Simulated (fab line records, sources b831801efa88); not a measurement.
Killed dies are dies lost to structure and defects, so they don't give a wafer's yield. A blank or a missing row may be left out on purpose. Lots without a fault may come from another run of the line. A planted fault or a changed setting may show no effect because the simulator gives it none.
fab line records | flow sky130
record lots=7 wafers=21 last_day=49
route steps=708 shown VT_ADJUST_NCORE@123 VT_ADJUST_HVTR@131 PAD_OPEN@708
lots that met no fault: from a run of the same line without faults
start_h: hours from the record's first day to the start of the lot's first wafer shown | wait_h: hours since the lot's step before | " the same as in the row above | L1.1+2: a row that stands for several wafers | - no value, or no start given | * or withheld: withheld | < > ~ a bound
route shown NAME@n: a module of which the file shows steps, and the number in the route of the first | usual: mean/standard deviation of fault-free wafers | same: alike in all rows | chamber/n: place in a boat | sites: the reading at each site | _std_site: their standard deviation | _edge_site: outer sites' mean less inner sites' | radius_mm: how far each site lies from the wafer's centre | mask NAME#n: copy n | behind: the tool/chamber that last shaped the wafer | hold: why the lot was held/for how many hours/how that ended | device: the transistor (n, p or np) that didn't switch | end of line: the same wafers' tests at the end of the route | a step without rows: its recipe alone | killed: dies lost to structure and defects at the first sort, not the wafer's yield | map: a wafer's dies, x killed, . not, _ none there
set.NAME: the setting as run; set.NAME@STEP: as run at that earlier step | model.NAME: the simulator's own value behind a step, which no gauge read
lots at some steps of the route; a table a step, a row a wafer
services: from which hour (start_h, from the record's first day; less than 0 if before it) a tool's chamber was out of use, for how many hours, and why
## steps
# step SKY_VT_ADJUST_NCORE_EXPOSE_04
# recipe mask_id=LVTN_COMPLEMENT_THIN na=0.6 source_shape=conventional sigma_outer=0.6 polarization=unpolarized target_cd_nm=380 dose_mj=139
# step SKY_VT_ADJUST_NCORE_PEB_05
# recipe temp_c=withheld time_s=* resist=NOVOLAK
# step SKY_VT_ADJUST_NCORE_DEVELOP_06
# recipe resist=NOVOLAK developer=TMAH develop_time_s=60 dev_temp_c=23
# step SKY_VT_ADJUST_NCORE_CD_MEAS_07
# recipe target_cd_nm=380
# usual cd_nm=380.4/2.3
# columns lot.wafer tool chamber start_h wait_h cd_nm
L127.1 cd_sem-02 - 195.11 0.1 381.7
L127.2 " - " " 382.1
L127.4 " - " " 384.9
L133.2 cd_sem-01 - 237.53 0.1 383.1
L133.4 " - " " 383.5
L133.5 " - " " 381.1
L137.2 cd_sem-02 - 270.93 0.1 375.8
L137.3 " - " " 379.5
L137.5 " - " " 378.1
L138.3 cd_sem-01 - 272.75 0.1 383.2
L138.4 " - " " 383.7
L138.6 " - " " 384.9
L139.1 cd_sem-02 - 278.76 0.1 377.9
L139.3 " - " " 376.3
L139.6 " - " " 378.5
L140.1 cd_sem-01 - 291.02 0.1 377.2
L140.4 " - " " 378.9
L140.6 " - " " 377.1
L142.2 cd_sem-02 - 305.43 0.1 385.2
L142.3 " - " " 384.1
L142.6 " - " " 383.7
# step SKY_VT_ADJUST_NCORE_OVL_MEAS_08
# usual VT_ADJUST_NCORE_OVL=-0.8/1.5
# columns lot.wafer tool chamber start_h wait_h VT_ADJUST_NCORE_OVL[nm]
L127.1 overlay-01 - 195.23 0.1 3.3
L127.2 " - " " 1.2
L127.4 " - " " -1.0
L133.2 overlay-01 - 237.64 0.1 1.3
L133.4 " - " " -0.6
L133.5 " - " " 0.1
L137.2 overlay-01 - 271.04 0.1 -1.3
L137.3 " - " " -0.8
L137.5 " - " " -0.8
L138.3 overlay-02 - 272.84 0.1 -1.1
L138.4 " - " " -2.9
L138.6 " - " " -1.7
L139.1 overlay-02 - 278.88 0.1 -0.8
L139.3 " - " " -0.1
L139.6 " - " " -0.4
L140.1 overlay-02 - 291.14 0.1 1.4
L140.4 " - " " -1.0
L140.6 " - " " 2.5
L142.2 overlay-01 - 305.54 0.1 -0.6
L142.3 " - " " -0.9
L142.6 " - " " 0.5
# step SKY_VT_ADJUST_NCORE_IMPLANT_09
# recipe species=B energy_kev=9.932 dose_cm2=2.4e+12 tilt_deg=withheld
# step SKY_VT_ADJUST_NCORE_STRIP_10
# recipe chemistry=O2/N2 power_w=1400 pressure_mtorr=1500 platen_temp_c=withheld o2_flow_sccm=3000 n2_flow_sccm=300 overash_fraction=0.5
# usual drypump_motor_current_A=5.67/0.26 oes_product_au=0.715/0.0047 strip_time_to_endpoint_s=14.17/0.049
# columns lot.wafer tool chamber start_h wait_h drypump_motor_current_A oes_product_au rf_hours_counter_h strip_time_to_endpoint_s
L127.1 plasma_asher-01 1 195.42 0.1 5.83 0.711 49 14.16
L127.2 " 0 " " 5.98 0.723 49 14.16
L127.4 " 1 " " 5.81 0.721 - 14.19
L133.2 plasma_asher-03 1 237.82 0.1 5.62 0.712 11 14.17
L133.4 " 0 " " 5.36 0.705 - 14.16
L133.5 " 1 " " 5.63 0.712 - 14.11
L137.2 plasma_asher-01 0 271.22 0.1 6.01 0.718 57 14.21
L137.3 " 1 " " 5.79 0.710 - 14.18
L137.5 " 0 " " 6.00 0.709 - 14.20
L138.3 plasma_asher-03 0 273.05 0.1 5.33 0.721 - 14.14
L138.4 " 1 " " 5.62 0.720 - 14.12
L138.6 " 1 " " 5.62 0.711 - 14.13
L139.1 plasma_asher-03 1 279.07 0.1 5.62 0.721 15 14.17
L139.3 " 1 " " 5.60 0.707 - 14.16
L139.6 " 0 " " 5.32 0.714 - 14.14
L140.1 plasma_asher-02 1 291.33 0.1 5.60 0.719 48 14.15
L140.4 " 1 " " 5.61 0.717 - 14.11
L140.6 " 0 " " 6.05 0.712 - 14.09
L142.2 plasma_asher-03 1 305.72 0.1 5.58 0.714 16 14.20
L142.3 " 0 " " 5.32 0.717 - 14.14
L142.6 " 1 " " 5.60 0.722 - 14.17
# step SKY_VT_ADJUST_NCORE_TW_MEAS_11
# usual VT_ADJUST_NCORE_TW=216.9/1.6
# columns lot.wafer tool chamber start_h wait_h VT_ADJUST_NCORE_TW
L127.1 film_metro-01 - 195.52 0.1 216.3
L127.2 " - " " 216.6
L127.4 " - " " 217.0
L133.2 film_metro-04 - 237.93 0.1 218.0
L133.4 " - " " 219.2
L133.5 " - " " 220.4
L137.2 film_metro-04 - 271.33 0.1 216.2
L137.3 " - " " 217.3
L137.5 " - " " 217.8
L138.3 film_metro-02 - 273.14 0.1 216.1
L138.4 " - " " 216.0
L138.6 " - " " 215.9
L139.1 film_metro-04 - 279.17 0.1 218.5
L139.3 " - " " 215.1
L139.6 " - " " 218.3
L140.1 film_metro-02 - 291.43 0.1 213.8
L140.4 " - " " 213.0
L140.6 " - " " 212.5
L142.2 film_metro-01 - 305.83 0.1 216.6
L142.3 " - " " 218.1
L142.6 " - " " 217.7
# step SKY_VT_ADJUST_HVTR_DEHYDRATE_00
# recipe temp_c=200 time_s=60
# step SKY_VT_ADJUST_HVTR_HMDS_01
# recipe prime_time_s=60 prime_temp_c=120
# step SKY_VT_ADJUST_HVTR_COAT_02
# recipe resist=NOVOLAK spin_rpm=3000 resist_thk_nm=1140
# step SKY_VT_ADJUST_HVTR_SOFTBAKE_03
# recipe temp_c=90 time_s=60 resist=NOVOLAK
# step SKY_VT_ADJUST_HVTR_EXPOSE_04
# recipe mask_id=HVTRM target_cd_nm=380 na=0.6 source_shape=conventional sigma_outer=0.6 dose_mj=150
# usual exposure_dose_mJ_cm2=149.99/0.15
# columns lot.wafer tool chamber start_h wait_h mask exposure_dose_mJ_cm2 model.VT_ADJUST_HVTR.overlay_x_nm
L127.1 iline_stepper-01 0 207.22 - HVTRM#0 150.05 -0.6198
L127.2 " 0 " " HVTRM#0 149.78 -0.6198
L127.4 " 0 " " HVTRM#0 150.03 -0.6198
L133.2 iline_stepper-02 0 250.11 - HVTRM#0 149.97 -0.1185
L133.4 " 0 " " HVTRM#0 150.09 -0.1185
L133.5 " 0 " " HVTRM#0 149.85 -0.1185
L137.2 iline_stepper-02 0 284.78 - HVTRM#0 149.96 -105.4
L137.3 " 0 " " HVTRM#0 150.17 -105.4
L137.5 " 0 " " HVTRM#0 149.88 -105.4
L138.3 iline_stepper-01 0 286.17 - HVTRM#0 150.00 -0.4705
L138.4 " 0 " " HVTRM#0 150.09 -0.4705
L138.6 " 0 " " HVTRM#0 150.25 -0.4705
L139.1 iline_stepper-02 0 292.73 - HVTRM#0 150.03 -103.4
L139.3 " 0 " " HVTRM#0 149.79 -103.4
L139.6 " 0 " " HVTRM#0 150.00 -103.4
L140.1 iline_stepper-02 0 304.67 - HVTRM#0 149.93 -105.8
L140.4 " 0 " " HVTRM#0 150.00 -105.8
L140.6 " 0 " " HVTRM#0 149.76 -105.8
L142.2 iline_stepper-01 0 320.23 - HVTRM#0 149.97 -0.4999
L142.3 " 0 " " HVTRM#0 150.29 -0.4999
L142.6 " 0 " " HVTRM#0 150.00 -0.4999
# step SKY_VT_ADJUST_HVTR_PEB_05
# recipe temp_c=withheld time_s=* resist=NOVOLAK
# step SKY_VT_ADJUST_HVTR_DEVELOP_06
# recipe develop_time_s=60 dev_temp_c=23
# step SKY_VT_ADJUST_HVTR_CD_MEAS_07
# recipe target_cd_nm=380
# usual cd_nm=380.6/2.1
# columns lot.wafer tool chamber start_h wait_h cd_nm
L127.1 cd_sem-02 - 218.26 0.3 382.8
L127.2 " - " " 380.2
L127.4 " - " " 380.1
L133.2 cd_sem-02 - 262.94 0.1 380.3
L133.4 " - " " 379.9
L133.5 " - " " 380.8
L137.2 cd_sem-01 - 297.74 0.1 381.7
L137.3 " - " " 383.1
L137.5 " - " " 383.1
L138.3 cd_sem-02 - 299.10 0.1 379.1
L138.4 " - " " 378.2
L138.6 " - " " 379.5
L139.1 cd_sem-01 - 305.59 0.1 383.1
L139.3 " - " " 379.3
L139.6 " - " " 382.5
L140.1 cd_sem-01 - 318.62 0.1 379.4
L140.4 " - " " 378.2
L140.6 " - " " 380.1
L142.2 cd_sem-01 - 333.53 0.1 382.7
L142.3 " - " " 381.4
L142.6 " - " " 380.5
# step SKY_VT_ADJUST_HVTR_OVL_MEAS_08
# usual VT_ADJUST_HVTR_OVL=1.2/1.4
# columns lot.wafer tool chamber start_h wait_h hold VT_ADJUST_HVTR_OVL[nm]
L127.1 overlay-02 - 218.38 0.1 - 0.7
L127.2 " - " " - 1.5
L127.4 " - " " - -0.9
L133.2 overlay-02 - 263.05 0.1 - 1.0
L133.4 " - " " - -0.1
L133.5 " - " " - 2.1
L137.2 overlay-01 - 297.85 0.1 await_dispo/0.2h/release -102.5
L137.3 " - " " await_dispo/0.2h/release -102.7
L137.5 " - " " await_dispo/0.2h/release -103.3
L137.2 overlay-01 - 298.05 0.2 - -103.6
L137.3 " - " " - -103.3
L137.5 " - " " - -103.5
L138.3 overlay-02 - 299.19 0.1 - -1.8
L138.4 " - " " - -0.7
L138.6 " - " " - 0.6
L139.1 overlay-02 - 305.71 0.1 await_dispo/0.2h/release -101.4
L139.3 " - " " await_dispo/0.2h/release -104.9
L139.6 " - " " await_dispo/0.2h/release -102.8
L139.1 overlay-02 - 305.91 0.2 - -102.0
L139.3 " - " " - -105.5
L139.6 " - " " - -103.6
L140.1 overlay-02 - 318.74 0.1 await_dispo/0.2h/release -105.6
L140.4 " - " " await_dispo/0.2h/release -106.4
L140.6 " - " " await_dispo/0.2h/release -105.4
L140.1 overlay-02 - 318.94 0.2 - -106.0
L140.4 " - " " - -107.6
L140.6 " - " " - -106.4
L142.2 overlay-01 - 333.64 0.1 - 1.5
L142.3 " - " " - 0.3
L142.6 " - " " - 1.6
# step SKY_PAD_OPEN_PROBE_99
# usual defect_limited_yield=82.7/1.9 killed_at_M0_to_M3=43/7.3 killed_at_M4_up=3.2/1.9 killed_at_contacts=24/5.5 killed_at_front_end=15/4.7 killed_at_other=0.5/0.75 killed_dies=85/9.5 killed_open=46/7 killed_short=38/7.4 sort_bin_3_pad_short=0.9/0.43 sort_bin_5_function=10.1/1.4 sort_bin_6_memory=6.3/1 sort_bin_8_speed=0.2/0.37 sort_n_pass=406/9.4 sort_yield_pct=82.5/1.9
# same gross_dies=492 killed_at_back_side=0 sort_bin_4_leakage[%]=0
# columns lot.wafer tool chamber start_h wait_h defect_limited_yield[%] killed_at_M0_to_M3 killed_at_M4_up killed_at_contacts killed_at_front_end killed_at_other killed_dies killed_open killed_short sort_bin_3_pad_short[%] sort_bin_5_function[%] sort_bin_6_memory[%] sort_bin_8_speed[%] sort_n_pass sort_yield_pct[%]
L127.1 prober-02 - 1104.44 0.1 83.5 44 1 25 11 0 81 40 41 0.4 9.6 6.5 0 411 83.5
L127.2 prober-02 - 1104.49 0.1 83.1 44 3 22 14 0 83 42 41 1.4 8.7 6.7 0.2 408 82.9
L127.4 prober-02 - 1104.59 0.2 81.7 50 2 26 11 1 90 48 42 2.0 10.8 5.5 0 402 81.7
L133.2 prober-02 - 1141.03 0.1 82.7 51 1 20 13 0 85 44 41 0.8 10.0 6.5 0 407 82.7
L133.4 prober-02 - 1141.13 0.2 81.7 40 3 28 19 0 90 52 38 0.4 13.0 4.9 0 402 81.7
L133.5 prober-02 - 1141.18 0.2 83.7 38 3 22 17 0 80 38 42 0.6 9.3 6.3 0 412 83.7
L138.3 prober-01 - 1166.84 0.2 78.7 58 4 23 20 0 105 60 45 1.8 13.2 6.3 0 387 78.7
L138.4 prober-01 - 1166.89 0.2 82.5 43 3 20 19 1 86 46 39 1.0 11.0 5.5 0 406 82.5
L138.6 prober-01 - 1166.99 0.2 79.7 58 5 26 10 1 100 59 40 0.2 12.4 7.7 0 392 79.7
L142.2 prober-01 - 1183.24 0.1 83.3 36 4 29 13 0 82 47 34 0.4 11.2 5.1 0 410 83.3
L142.3 prober-01 - 1183.29 0.2 80.5 43 1 37 15 0 96 56 40 1.2 11.8 6.5 0.2 395 80.3
L142.6 prober-01 - 1183.44 0.2 82.1 46 3 23 15 1 88 47 40 0.2 10.6 7.1 0 404 82.1
# killed by level:class
L127.1 CONTACT:geometric_particle:open=9 LI_CONTACT:geometric_particle:open=7 VIA1:geometric_particle:open=7 VIA1:geometric_particle:short=7 METAL2:geometric_particle:short=6 METAL1:geometric_particle:short=6 FIELD_ISO:geometric_particle:open=4 VIA3:geometric_particle:open=4
L127.2 VIA1:geometric_particle:open=13 CONTACT:geometric_particle:open=8 CONTACT:geometric_particle:short=8 METAL2:geometric_particle:short=6 FIELD_ISO:geometric_particle:open=5 FIELD_ISO:geometric_particle:short=5 METAL1:geometric_particle:short=5 VIA3:geometric_particle:open=5
L127.4 VIA1:geometric_particle:open=15 LI_CONTACT:geometric_particle:open=10 VIA1:geometric_particle:short=8 METAL2:geometric_particle:short=7 METAL1:geometric_particle:short=5 CONTACT:geometric_particle:open=5 VIA2:geometric_particle:open=5 LI_CONTACT:geometric_particle:short=4
L133.2 VIA1:geometric_particle:open=11 CONTACT:geometric_particle:open=8 METAL2:geometric_particle:short=8 LI_CONTACT:geometric_particle:open=6 VIA3:geometric_particle:open=6 FIELD_ISO:geometric_particle:open=5 VIA1:geometric_particle:short=5 VIA2:geometric_particle:open=5
L133.4 CONTACT:geometric_particle:open=10 LI_CONTACT:geometric_particle:open=9 VIA2:geometric_particle:open=9 VIA1:geometric_particle:open=7 METAL2:geometric_particle:short=6 FIELD_ISO:geometric_particle:short=5 POLY_GATE:geometric_particle:short=5 LI_CONTACT:geometric_particle:short=4
L133.5 CONTACT:geometric_particle:open=10 METAL1:geometric_particle:short=9 VIA1:geometric_particle:open=8 POLY_GATE:geometric_particle:open=5 LI_CONTACT:geometric_particle:open=5 VIA1:geometric_particle:short=5 POLY_GATE:geometric_particle:short=4 LOCAL_INTERCONNECT:geometric_particle:short=4
L138.3 VIA1:geometric_particle:open=13 CONTACT:geometric_particle:open=9 METAL1:geometric_particle:short=9 LI_CONTACT:geometric_particle:open=7 VIA2:geometric_particle:open=7 POLY_GATE:geometric_particle:open=6 VIA3:geometric_particle:open=6 METAL2:geometric_particle:short=6
L138.4 VIA1:geometric_particle:open=10 CONTACT:geometric_particle:open=9 FIELD_ISO:geometric_particle:short=7 VIA2:geometric_particle:short=7 VIA3:geometric_particle:open=6 VIA2:geometric_particle:open=5 SPACER:geometric_particle:short=5 LI_CONTACT:geometric_particle:open=4
L138.6 VIA1:geometric_particle:open=13 VIA3:geometric_particle:open=12 LI_CONTACT:geometric_particle:open=11 CONTACT:geometric_particle:open=10 METAL2:geometric_particle:short=7 METAL1:geometric_particle:short=6 VIA2:geometric_particle:short=6 POLY_GATE:geometric_particle:short=5
L142.2 CONTACT:geometric_particle:open=13 VIA1:geometric_particle:open=10 CONTACT:geometric_particle:short=7 FIELD_ISO:geometric_particle:open=6 VIA2:geometric_particle:short=5 VIA2:geometric_particle:open=5 LOCAL_INTERCONNECT:geometric_particle:open=4 VIA1:geometric_particle:short=4
L142.3 VIA1:geometric_particle:open=13 CONTACT:geometric_particle:open=12 LI_CONTACT:geometric_particle:open=8 LOCAL_INTERCONNECT:geometric_particle:short=7 METAL2:geometric_particle:short=7 VIA2:geometric_particle:open=6 FIELD_ISO:geometric_particle:short=5 CONTACT:geometric_particle:short=5
L142.6 CONTACT:geometric_particle:open=11 VIA1:geometric_particle:open=8 METAL3:geometric_particle:short=7 VIA2:geometric_particle:open=6 FIELD_ISO:geometric_particle:open=5 METAL1:geometric_particle:short=5 VIA2:geometric_particle:short=5 FIELD_ISO:geometric_particle:short=4
## services
# columns tool chamber start_h hours kind
iline_stepper-02 - 219.57 1.7 pm
iline_stepper-01 - 224.84 1.7 pm
iline_stepper-02 - 226.51 2.1 pm
iline_stepper-02 - 228.59 - consumable_replace:lamp
plasma_asher-03 - 232.66 1.1 repair
iline_stepper-02 - 256.96 8.4 repair
plasma_asher-03 - 263.08 4.1 repair
plasma_asher-03 - 289.54 9.0 repair
iline_stepper-01 0 291.56 - calibration
iline_stepper-02 0 291.92 - calibration
## key
first_sign step=SKY_VT_ADJUST_HVTR_OVL_MEAS_08 reading=visit direction=added
effect step=SKY_VT_ADJUST_HVTR_OVL_MEAS_08 reading=VT_ADJUST_HVTR_OVL direction=down sigmas=75 usual=1.2 struck=-103.9
model_effect step=SKY_VT_ADJUST_HVTR_EXPOSE_04 value=VT_ADJUST_HVTR.overlay_x_nm without=-0.05058 struck=-104.8
met_at SKY_VT_ADJUST_HVTR_EXPOSE_04
struck_wafers L137.2,L137.3,L137.5,L139.1,L139.3,L139.6,L140.1,L140.4,L140.6
scrapped_behind SKY_VT_ADJUST_HVTR_OVL_MEAS_08 L137.2,L137.3,L137.5,L139.1,L139.3,L139.6,L140.1,L140.4,L140.6
onset_between 250.11 284.78
fault kind=scanner_matching_overlay tool=iline_stepper-02 chamber=- onset_h=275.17 steps=SKY_VT_ADJUST_HVTR_EXPOSE_04 offset=-104.8
